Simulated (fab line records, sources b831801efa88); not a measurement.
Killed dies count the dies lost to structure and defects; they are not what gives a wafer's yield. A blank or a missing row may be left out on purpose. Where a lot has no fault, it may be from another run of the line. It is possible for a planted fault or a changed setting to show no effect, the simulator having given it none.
Which of the tools did it? || flow sky130 || 13 lots, 39 wafers sampled, at 6 steps of a route of 708

== WHAT EACH GAUGE READ, for each wafer ==
SKY_FIELD_ISO_THK_MEAS_23.
{"lot": "L668", "measured": "day 2 09:16", "on": "filmMetro-03", "FIELD_ISO_OXIDATION_01_THK (nm)": "10.23 10.09 10.07"}
{"lot": "L669", "measured": "day 2 11:47", "on": "filmMetro-03", "FIELD_ISO_OXIDATION_01_THK (nm)": "10.07 10.21 10.02"}
{"lot": "L670", "measured": "day 2 17:38", "on": "filmMetro-02", "FIELD_ISO_OXIDATION_01_THK (nm)": "9.91 9.84 9.92"}
{"lot": "L671", "measured": "day 2 22:32", "on": "filmMetro-03", "FIELD_ISO_OXIDATION_01_THK (nm)": "9.74 9.57 9.72"}
{"lot": "L673", "measured": "day 3 08:08", "on": "filmMetro-01", "FIELD_ISO_OXIDATION_01_THK (nm)": "10.02 10.05 10.02"}
{"lot": "L675", "measured": "day 3 19:36", "on": "filmMetro-01", "FIELD_ISO_OXIDATION_01_THK (nm)": "10.12 10.12 10.14"}
{"lot": "L680", "measured": "day 5 02:29", "on": "filmMetro-01", "FIELD_ISO_OXIDATION_01_THK (nm)": "10.04 10.12 10.10"}
{"lot": "L684", "measured": "day 5 21:50", "on": "filmMetro-02", "FIELD_ISO_OXIDATION_01_THK (nm)": "9.72 9.88 9.66"}
{"lot": "L686", "measured": "day 6 06:34", "on": "filmMetro-03", "FIELD_ISO_OXIDATION_01_THK (nm)": "10.18 10.23 10.23"}
{"lot": "L687", "measured": "day 6 10:37", "on": "filmMetro-01", "FIELD_ISO_OXIDATION_01_THK (nm)": "9.90 10.07 9.95"}
{"lot": "L689", "measured": "day 6 19:47", "on": "filmMetro-01", "FIELD_ISO_OXIDATION_01_THK (nm)": "9.80 9.73 9.74"}
{"lot": "L690", "measured": "day 7 01:35", "on": "filmMetro-02", "FIELD_ISO_OXIDATION_01_THK (nm)": "9.65 9.61 9.44"}
{"lot": "L691", "measured": "day 7 06:13", "on": "filmMetro-03", "FIELD_ISO_OXIDATION_01_THK (nm)": "9.77 9.82 9.73"}

SKY_PWDE_TW_MEAS_10.
{"lot": "L668", "measured": "day 3 22:25", "on": "filmMetro-02", "PWDE_TW": "370 369 371"}
{"lot": "L669", "measured": "day 4 00:47", "on": "filmMetro-04", "PWDE_TW": "374 373 376"}
{"lot": "L670", "measured": "day 4 08:28", "on": "filmMetro-02", "PWDE_TW": "370 369 370"}
{"lot": "L671", "measured": "day 4 10:38", "on": "filmMetro-02", "PWDE_TW": "370 369 370"}
{"lot": "L673", "measured": "day 4 22:55", "on": "filmMetro-02", "PWDE_TW": "372 371 370"}
{"lot": "L675", "measured": "day 5 08:17", "on": "filmMetro-01", "PWDE_TW": "372 371 374"}
{"lot": "L680", "measured": "day 7 01:01", "on": "filmMetro-01", "PWDE_TW": "388 388 389"}
{"lot": "L684", "measured": "day 7 15:51", "on": "filmMetro-02", "PWDE_TW": "383 381 382"}
{"lot": "L686", "measured": "day 8 03:18", "on": "filmMetro-02", "PWDE_TW": "369 370 368"}
{"lot": "L687", "measured": "day 8 08:26", "on": "filmMetro-04", "PWDE_TW": "379 379 378"}
{"lot": "L689", "measured": "day 8 16:39", "on": "filmMetro-01", "PWDE_TW": "372 376 373"}
{"lot": "L690", "measured": "day 8 22:58", "on": "filmMetro-01", "PWDE_TW": "376 376 376"}
{"lot": "L691", "measured": "day 9 05:27", "on": "filmMetro-04", "PWDE_TW": "374 375 377"}

SKY_NWELL_OVL_MEAS_23.
{"lot": "L668", "measured": "day 5 07:58", "on": "overlay-01", "NWELL_01_OVL (nm)": "0.1 0.4 2.0"}
{"lot": "L669", "measured": "day 5 10:22", "on": "overlay-01", "NWELL_01_OVL (nm)": "1.5 0.2 0.0"}
{"lot": "L670", "measured": "day 5 16:51", "on": "overlay-02", "NWELL_01_OVL (nm)": "0.8 0.3 1.2"}
{"lot": "L671", "measured": "day 5 20:39", "on": "overlay-01", "NWELL_01_OVL (nm)": "-0.8 -0.6 0.2"}
{"lot": "L673", "measured": "day 6 09:13", "on": "overlay-01", "NWELL_01_OVL (nm)": "1.9 1.9 1.9"}
{"lot": "L675", "measured": "day 6 20:34", "on": "overlay-01", "NWELL_01_OVL (nm)": "-0.4 0.1 0.7"}
{"lot": "L680", "measured": "day 8 16:55", "on": "overlay-01", "NWELL_01_OVL (nm)": "0.5 2.0 2.8"}
{"lot": "L684", "measured": "day 9 09:42", "on": "overlay-01", "NWELL_01_OVL (nm)": "-0.3 2.5 -0.8"}
{"lot": "L686", "measured": "day 9 20:32", "on": "overlay-02", "NWELL_01_OVL (nm)": "0.8 2.6 -0.2"}
{"lot": "L687", "measured": "day 10 02:26", "on": "overlay-01", "NWELL_01_OVL (nm)": "2.3 3.2 0.5"}
{"lot": "L689", "measured": "day 10 11:46", "on": "overlay-01", "NWELL_01_OVL (nm)": "-0.7 0.1 -0.2"}
{"lot": "L690", "measured": "day 10 17:40", "on": "overlay-02", "NWELL_01_OVL (nm)": "2.1 2.8 2.4"}
{"lot": "L691", "measured": "day 11 01:16", "on": "overlay-01", "NWELL_01_OVL (nm)": "1.6 2.7 2.8"}

SKY_NWELL_RS_MEAS_31: the measuring method here is four-point-probe.
{"lot": "L668", "measured": "day 5 08:43", "on": "filmMetro-02", "PWDE_RS (ohm/sq)": "5270 5258 5254"}
{"lot": "L669", "measured": "day 5 11:07", "on": "filmMetro-01", "PWDE_RS (ohm/sq)": "5299 5277 5284"}
{"lot": "L670", "measured": "day 5 17:37", "on": "filmMetro-02", "PWDE_RS (ohm/sq)": "5264 5289 5291"}
{"lot": "L671", "measured": "day 5 21:24", "on": "filmMetro-01", "PWDE_RS (ohm/sq)": "5263 5273 5264"}
{"lot": "L673", "measured": "day 6 09:59", "on": "filmMetro-01", "PWDE_RS (ohm/sq)": "5299 5271 5295"}
{"lot": "L675", "measured": "day 6 21:19", "on": "filmMetro-02", "PWDE_RS (ohm/sq)": "5246 5245 5235"}
{"lot": "L680", "measured": "day 8 17:38", "on": "filmMetro-01", "PWDE_RS (ohm/sq)": "4834 4850 4832"}
{"lot": "L684", "measured": "day 9 10:28", "on": "filmMetro-01", "PWDE_RS (ohm/sq)": "4843 4852 4861"}
{"lot": "L686", "measured": "day 9 21:17", "on": "filmMetro-04", "PWDE_RS (ohm/sq)": "5285 5274 5266"}
{"lot": "L687", "measured": "day 10 03:13", "on": "filmMetro-02", "PWDE_RS (ohm/sq)": "5288 5283 5270"}
{"lot": "L689", "measured": "day 10 12:30", "on": "filmMetro-01", "PWDE_RS (ohm/sq)": "5291 5287 5273"}
{"lot": "L690", "measured": "day 10 18:26", "on": "filmMetro-01", "PWDE_RS (ohm/sq)": "5248 5240 5254"}
{"lot": "L691", "measured": "day 11 01:59", "on": "filmMetro-01", "PWDE_RS (ohm/sq)": "5305 5291 5295"}

== TOOL THAT RAN EACH LOT (tool first, then ch and the chambers of the sampled wafers, then the start) ==
{"lot": "L668", "SKY_FIELD_ISO_CMP_27": "cmp-01 ch 0,1,3, day 2 11:19", "SKY_PWDE_IMPLANT_08": "implanter-04 ch 0, day 3 22:11"}
{"lot": "L669", "SKY_FIELD_ISO_CMP_27": "cmp-01 ch 0,1,2, day 2 14:19", "SKY_PWDE_IMPLANT_08": "implanter-04 ch 0, day 4 00:32"}
{"lot": "L670", "SKY_FIELD_ISO_CMP_27": "cmp-01 ch 1,2,3, day 2 21:13", "SKY_PWDE_IMPLANT_08": "implanter-02 ch 0, day 4 08:15"}
{"lot": "L671", "SKY_FIELD_ISO_CMP_27": "cmp-02 ch 0,2,3, day 3 00:13", "SKY_PWDE_IMPLANT_08": "implanter-04 ch 0, day 4 10:23"}
{"lot": "L673", "SKY_FIELD_ISO_CMP_27": "cmp-01 ch 0,1,2, day 3 11:09", "SKY_PWDE_IMPLANT_08": "implanter-02 ch 0, day 4 22:42"}
{"lot": "L675", "SKY_FIELD_ISO_CMP_27": "cmp-02 ch 0,2, day 3 21:17", "SKY_PWDE_IMPLANT_08": "implanter-04 ch 0, day 5 08:03"}
{"lot": "L680", "SKY_FIELD_ISO_CMP_27": "cmp-02 ch 0,2,3, day 5 08:15", "SKY_PWDE_IMPLANT_08": "implanter-04 ch 0, day 7 00:46"}
{"lot": "L684", "SKY_FIELD_ISO_CMP_27": "cmp-01 ch 0,1,3, day 5 23:39", "SKY_PWDE_IMPLANT_08": "implanter-04 ch 0, day 7 15:38"}
{"lot": "L686", "SKY_FIELD_ISO_CMP_27": "cmp-01 ch 1,3, day 6 08:56", "SKY_PWDE_IMPLANT_08": "implanter-03 ch 0, day 8 03:03"}
{"lot": "L687", "SKY_FIELD_ISO_CMP_27": "cmp-01 ch 0,3, day 6 13:46", "SKY_PWDE_IMPLANT_08": "implanter-02 ch 0, day 8 08:14"}
{"lot": "L689", "SKY_FIELD_ISO_CMP_27": "cmp-02 ch 1,3, day 6 21:31", "SKY_PWDE_IMPLANT_08": "implanter-03 ch 0, day 8 16:24"}
{"lot": "L690", "SKY_FIELD_ISO_CMP_27": "cmp-01 ch 0,1,3, day 7 03:48", "SKY_PWDE_IMPLANT_08": "implanter-02 ch 0, day 8 22:44"}
{"lot": "L691", "SKY_FIELD_ISO_CMP_27": "cmp-02 ch 1,2,3, day 7 09:02", "SKY_PWDE_IMPLANT_08": "implanter-02 ch 0, day 9 05:12"}
- SKY_FIELD_ISO_CMP_27: polishes, stops on Si3N4, t overpolish 16 s, target thk 457.8 nm.
- SKY_PWDE_IMPLANT_08

== WHAT THE TOOLS THEMSELVES READ (means of the sampled wafers that have a number; where no wafer has one, the mark that the record gives instead) ==
SKY_FIELD_ISO_CMP_27.
{"lot": "L668", "tool": "cmp-01", "motorCurrentA (A)": 12.4, "overpolishRunS (s)": 15.998, "timeToEndpointS (s)": 108}
{"lot": "L669", "tool": "cmp-01", "motorCurrentA (A)": 12.7, "overpolishRunS (s)": 16.000, "timeToEndpointS (s)": 111}
{"lot": "L670", "tool": "cmp-01", "motorCurrentA (A)": 11.9, "overpolishRunS (s)": 16.007, "timeToEndpointS (s)": 118}
{"lot": "L671", "tool": "cmp-02", "motorCurrentA (A)": 12.2, "overpolishRunS (s)": 16.006, "timeToEndpointS (s)": 109}
{"lot": "L673", "tool": "cmp-01", "motorCurrentA (A)": 11.9, "overpolishRunS (s)": 16.005, "timeToEndpointS (s)": 110}
{"lot": "L675", "tool": "cmp-02", "motorCurrentA (A)": 10.8, "overpolishRunS (s)": 16.001, "timeToEndpointS (s)": 110}
{"lot": "L680", "tool": "cmp-02", "motorCurrentA (A)": 12.1, "overpolishRunS (s)": 16.008, "timeToEndpointS (s)": 115}
{"lot": "L684", "tool": "cmp-01", "motorCurrentA (A)": 12.1, "overpolishRunS (s)": 15.996, "timeToEndpointS (s)": 113}
{"lot": "L686", "tool": "cmp-01", "motorCurrentA (A)": 11.7, "overpolishRunS (s)": 16.005, "timeToEndpointS (s)": 119}
{"lot": "L687", "tool": "cmp-01", "motorCurrentA (A)": 12.1, "overpolishRunS (s)": 15.996, "timeToEndpointS (s)": 116}
{"lot": "L689", "tool": "cmp-02", "motorCurrentA (A)": 13.9, "overpolishRunS (s)": 16.010, "timeToEndpointS (s)": 117}
{"lot": "L690", "tool": "cmp-01", "motorCurrentA (A)": 12.0, "overpolishRunS (s)": 15.994, "timeToEndpointS (s)": 114}
{"lot": "L691", "tool": "cmp-02", "motorCurrentA (A)": 12.0, "overpolishRunS (s)": 15.990, "timeToEndpointS (s)": 110}

SKY_PWDE_IMPLANT_08.
{"lot": "L668", "tool": "implanter-04", "doseIonsCm2": 3.602e+12, "faradayCurrentUA": 20.4}
{"lot": "L669", "tool": "implanter-04", "doseIonsCm2": 3.602e+12, "faradayCurrentUA": 20.7}
{"lot": "L670", "tool": "implanter-02", "doseIonsCm2": 3.606e+12, "faradayCurrentUA": 20.2}
{"lot": "L671", "tool": "implanter-04", "doseIonsCm2": 3.601e+12, "faradayCurrentUA": 19.8}
{"lot": "L673", "tool": "implanter-02", "doseIonsCm2": 3.597e+12, "faradayCurrentUA": 20.2}
{"lot": "L675", "tool": "implanter-04", "doseIonsCm2": 3.608e+12, "faradayCurrentUA": 20.3}
{"lot": "L680", "tool": "implanter-04", "doseIonsCm2": 4.023e+12, "faradayCurrentUA": 22.7}
{"lot": "L684", "tool": "implanter-04", "doseIonsCm2": 4.022e+12, "faradayCurrentUA": 22.1}
{"lot": "L686", "tool": "implanter-03", "doseIonsCm2": 3.601e+12, "faradayCurrentUA": 20.5}
{"lot": "L687", "tool": "implanter-02", "doseIonsCm2": 3.601e+12, "faradayCurrentUA": 19.6}
{"lot": "L689", "tool": "implanter-03", "doseIonsCm2": 3.601e+12, "faradayCurrentUA": 19.8}
{"lot": "L690", "tool": "implanter-02", "doseIonsCm2": 3.603e+12, "faradayCurrentUA": 20.1}
{"lot": "L691", "tool": "implanter-02", "doseIonsCm2": 3.601e+12, "faradayCurrentUA": 19.9}

== THE ANSWER, worked out from the rows above alone ==
Rule: the lots themselves supply what counts as usual. The widest of any qualifying gaps counts: lots, ordered by their means at a reading, are off when they make up no more than a third of the lots, leave a main group of 4 or more, and stand apart from it by 3 or more times the standard deviation of that group's means. A main group whose means are all the same, to the digits that the tables above print for the reading, isn't used. A lot without any number at a reading at which 4 lots or more have one is off too. Any other lot the step has rows for is counted as sound. The gauges are gone through in route order, then the tools' own readings, and for those a lot's mean is taken as printed above. The first step at which some lot is off is used, and at that step the reading that is off furthest; a lot without a number counts as furthest.
Off: at SKY_NWELL_RS_MEAS_31 (PWDE_RS), L680, L684. Main group: mean 5274 ohm/sq, sd 17.
A tool fits if, at a process step before that reading, it ran every lot that is off, and no sound lot after the first of them. Not tried: the gauges at SKY_NWELL_RS_MEAS_31; whatever is off there is also off at SKY_PWDE_IMPLANT_08, on other tools, and gauge error can't account for it. One candidate fits, namely implanter-04 at SKY_PWDE_IMPLANT_08. Its last sound lot is L675 (day 5 08:03), its first lot that is off L680 (day 7 00:46): a fault that began between those two fits.
The tool's own readings at SKY_PWDE_IMPLANT_08 bear it out: on the lots that are off they differ by more than 5 times the standard deviation of the sound lots' means. doseIonsCm2 reads 4.022e+12 there against 3.602e+12 on the sound lots; faradayCurrentUA reads 22.4 there against 20.1 on the sound lots.

== WHAT THE SIMULATOR HAD PUT IN ==
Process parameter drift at SKY_PWDE_IMPLANT_08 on implanter-04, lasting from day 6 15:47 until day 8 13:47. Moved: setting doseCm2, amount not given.
Shown lots that were struck: L680, L684. Same finding as the rule above.
